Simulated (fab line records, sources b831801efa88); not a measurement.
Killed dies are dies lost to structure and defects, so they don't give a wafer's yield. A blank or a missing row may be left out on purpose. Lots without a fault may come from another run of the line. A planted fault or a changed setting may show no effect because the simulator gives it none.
fab line records | flow sky130
record lots=6 wafers=18 last_day=50
route steps=708 shown VT_ADJUST_NCORE@125 VT_ADJUST_HVTR@131
lots that met no fault: from a run of the same line without faults
start_h: hours from the record's first day to the start of the lot's first wafer shown | wait_h: hours since the lot's step before | " the same as in the row above | L1.1+2: a row that stands for several wafers | - no value, or no start given | * or withheld: withheld | < > ~ a bound
route shown NAME@n: a module of which the file shows steps, and the number in the route of the first | usual: mean/standard deviation of fault-free wafers | same: alike in all rows | chamber/n: place in a boat | sites: the reading at each site | _std_site: their standard deviation | _edge_site: outer sites' mean less inner sites' | radius_mm: how far each site lies from the wafer's centre | mask NAME#n: copy n | behind: the tool/chamber that last shaped the wafer | hold: why the lot was held/for how many hours/how that ended | device: the transistor (n, p or np) that didn't switch | end of line: the same wafers' tests at the end of the route | a step without rows: its recipe alone | killed: dies lost to structure and defects at the first sort, not the wafer's yield | map: a wafer's dies, x killed, . not, _ none there
set.NAME: the setting as run; set.NAME@STEP: as run at that earlier step | model.NAME: the simulator's own value behind a step, which no gauge read
lots at some steps of the route; a table a step, a row a wafer
services: from which hour (start_h, from the record's first day; less than 0 if before it) a tool's chamber was out of use, for how many hours, and why
## steps
# step SKY_VT_ADJUST_NCORE_DEVELOP_06
# recipe resist=NOVOLAK developer=TMAH develop_time_s=60 dev_temp_c=23
# step SKY_VT_ADJUST_NCORE_CD_MEAS_07
# recipe target_cd_nm=380
# usual cd_nm=379.9/2.1
# columns lot.wafer tool chamber start_h wait_h cd_nm
L382.3 cd_sem-01 - 231.18 0.1 377.5
L382.4 " - " " 378.1
L382.5 " - " " 378.3
L383.1 cd_sem-02 - 231.75 0.1 379.0
L383.3 " - " " 375.9
L383.4 " - " " 376.0
L392.1 cd_sem-02 - 305.51 0.1 381.8
L392.2 " - " " 381.5
L392.4 " - " " 380.1
L393.1 cd_sem-02 - 312.24 0.1 378.1
L393.4 " - " " 378.9
L393.5 " - " " 378.5
L394.4 cd_sem-01 - 315.96 0.1 378.3
L394.5 " - " " 380.3
L394.6 " - " " 380.1
L395.2 cd_sem-01 - 318.77 0.1 379.9
L395.3 " - " " 377.9
L395.4 " - " " 381.6
# step SKY_VT_ADJUST_NCORE_OVL_MEAS_08
# usual VT_ADJUST_NCORE_OVL=-0.1/1.3
# columns lot.wafer tool chamber start_h wait_h VT_ADJUST_NCORE_OVL[nm]
L382.3 overlay-02 - 231.27 0.1 -0.2
L382.4 " - " " 0.6
L382.5 " - " " 0.5
L383.1 overlay-01 - 231.87 0.1 -1.2
L383.3 " - " " 0.5
L383.4 " - " " -1.3
L392.1 overlay-02 - 305.63 0.1 -0.2
L392.2 " - " " -0.2
L392.4 " - " " -0.6
L393.1 overlay-01 - 312.36 0.1 -1.5
L393.4 " - " " -2.0
L393.5 " - " " -1.0
L394.4 overlay-01 - 316.03 0.1 2.4
L394.5 " - " " 1.5
L394.6 " - " " 1.1
L395.2 overlay-02 - 318.87 0.1 -1.8
L395.3 " - " " -3.7
L395.4 " - " " -1.8
# step SKY_VT_ADJUST_NCORE_IMPLANT_09
# recipe species=B energy_kev=10 dose_cm2=2.4e+12 tilt_deg=withheld
# step SKY_VT_ADJUST_NCORE_STRIP_10
# recipe chemistry=O2/N2 power_w=1400 pressure_mtorr=1500 platen_temp_c=withheld o2_flow_sccm=3000 n2_flow_sccm=300 overash_fraction=0.5
# usual drypump_motor_current_A=5.6/0.35 oes_product_au=0.716/0.0044 strip_time_to_endpoint_s=14.20/0.04
# columns lot.wafer tool chamber start_h wait_h drypump_motor_current_A oes_product_au rf_hours_counter_h strip_time_to_endpoint_s
L382.3 plasma_asher-02 1 231.48 0.1 5.4 0.720 - 14.26
L382.4 " 0 " " 5.4 0.711 - 14.27
L382.5 " 0 " " 5.5 0.708 - 14.29
L383.1 plasma_asher-02 1 232.05 0.1 5.4 0.714 53 14.20
L383.3 " 0 " " 5.4 0.719 - 14.18
L383.4 " 1 " " 5.4 0.710 - 14.21
L392.1 plasma_asher-03 0 305.82 0.1 5.4 0.716 48 14.15
L392.2 " 1 " " 6.4 0.719 48 14.16
L392.4 " 0 " " 5.3 0.722 - 14.13
L393.1 plasma_asher-04 1 312.54 0.1 5.6 0.721 62 14.18
L393.4 " 1 " " 5.6 0.716 - 14.21
L393.5 " 0 " " 5.5 0.712 - 14.15
L394.4 plasma_asher-04 0 316.24 0.1 5.5 0.712 - 14.18
L394.5 " 0 " " 5.5 0.721 - 14.22
L394.6 " 1 " " 5.6 0.719 - 14.21
L395.2 plasma_asher-02 1 319.05 0.1 5.4 0.718 61 14.11
L395.3 " 0 " " 5.4 0.715 - 14.17
L395.4 " 1 " " 5.4 0.710 - 14.12
# step SKY_VT_ADJUST_NCORE_TW_MEAS_11
# usual VT_ADJUST_NCORE_TW=218.7/2.7
# columns lot.wafer tool chamber start_h wait_h VT_ADJUST_NCORE_TW
L382.3 film_metro-01 - 231.57 0.1 215.8
L382.4 " - " " 215.2
L382.5 " - " " 216.1
L383.1 film_metro-01 - 232.15 0.1 215.7
L383.3 " - " " 216.1
L383.4 " - " " 214.6
L392.1 film_metro-01 - 305.92 0.1 216.0
L392.2 " - " " 215.9
L392.4 " - " " 216.3
L393.1 film_metro-02 - 312.64 0.1 220.3
L393.4 " - " " 221.2
L393.5 " - " " 219.3
L394.4 film_metro-01 - 316.33 0.1 214.4
L394.5 " - " " 215.4
L394.6 " - " " 215.0
L395.2 film_metro-01 - 319.16 0.1 215.1
L395.3 " - " " 214.4
L395.4 " - " " 216.4
# step SKY_VT_ADJUST_HVTR_DEHYDRATE_00
# recipe temp_c=200 time_s=60
# step SKY_VT_ADJUST_HVTR_HMDS_01
# recipe prime_time_s=60 prime_temp_c=120
# step SKY_VT_ADJUST_HVTR_COAT_02
# recipe resist=NOVOLAK spin_rpm=3000 resist_thk_nm=1140
# step SKY_VT_ADJUST_HVTR_SOFTBAKE_03
# recipe temp_c=90 time_s=60 resist=NOVOLAK
# step SKY_VT_ADJUST_HVTR_EXPOSE_04
# recipe mask_id=HVTRM target_cd_nm=380 na=0.6 source_shape=conventional sigma_outer=0.6 dose_mj=150
# step SKY_VT_ADJUST_HVTR_PEB_05
# recipe temp_c=withheld time_s=* resist=NOVOLAK
# step SKY_VT_ADJUST_HVTR_DEVELOP_06
# recipe develop_time_s=60 dev_temp_c=23
# usual chill_plate_temp_C=23.01/0.1 develop_time_s=60/0
# columns lot.wafer tool chamber start_h wait_h chill_plate_temp_C develop_time_s
L382.3 litho_track-03 0 254.78 0.1 22.94 60
L382.4 " 0 " " 22.95 60
L382.5 " 0 " " 23.03 60
L383.1 litho_track-02 0 255.65 0.1 23.01 60
L383.3 " 0 " " 23.11 60
L383.4 " 0 " " 23.01 60
L392.1 litho_track-02 - 331.20 0.1 - -
L392.2 " - " " - -
L392.4 " - " " - -
L393.1 litho_track-02 - 338.25 0.1 - -
L393.4 " - " " - -
L393.5 " - " " - -
L394.4 litho_track-01 0 342.71 0.1 23.03 60
L394.5 " 0 " " 22.82 60
L394.6 " 0 " " 23.04 60
L395.2 litho_track-03 0 344.75 0.1 22.97 60
L395.3 " 0 " " 22.97 60
L395.4 " 0 " " 22.95 60
# step SKY_VT_ADJUST_HVTR_CD_MEAS_07
# recipe target_cd_nm=380
# usual cd_nm=379.8/2.5
# columns lot.wafer tool chamber start_h wait_h cd_nm
L382.3 cd_sem-02 - 254.92 0.1 376.4
L382.4 " - " " 379.0
L382.5 " - " " 379.7
L383.1 cd_sem-02 - 255.80 0.1 379.1
L383.3 " - " " 377.6
L383.4 " - " " 378.4
L392.1 cd_sem-01 - 331.35 0.1 -
L392.2 " - " " -
L392.4 " - " " -
L393.1 cd_sem-01 - 338.40 0.1 -
L393.4 " - " " -
L393.5 " - " " -
L394.4 cd_sem-01 - 342.85 0.1 376.7
L394.5 " - " " 379.7
L394.6 " - " " 377.5
L395.2 cd_sem-02 - 344.89 0.1 380.0
L395.3 " - " " 380.3
L395.4 " - " " 376.3
## services
# columns tool chamber start_h hours kind
plasma_asher-03 - 214.75 2.8 pm
plasma_asher-03 - 274.05 2.7 repair
plasma_asher-03 - 331.40 5.6 repair
## key
first_sign step=SKY_VT_ADJUST_HVTR_DEVELOP_06 reading=tool_record direction=missing
effect none on later readings
met_at SKY_VT_ADJUST_HVTR_DEVELOP_06
struck_wafers L392.1,L392.2,L392.4,L393.1,L393.4,L393.5
sort_left_out L392.1,L392.2,L392.4,L393.1,L393.4,L393.5
tester_left_out L392,L393
onset_between 255.65 331.20
fault kind=skipped_step_whole tool=litho_track-02 chamber=- onset_h=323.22 steps=SKY_VT_ADJUST_HVTR_DEVELOP_06 scope=struck_lots_only
# tester_left_out: of these lots the tester's yield and bins aren't shown, on N5 and GAA mostly nor the transistor test; their killed dies are dies lost to structure and defects alone, not to doping, threshold or leakage, so they don't give the yield
# sort_left_out: the simulated sort isn't trusted on such a fault, so these wafers' sort isn't shown, and their yield isn't known
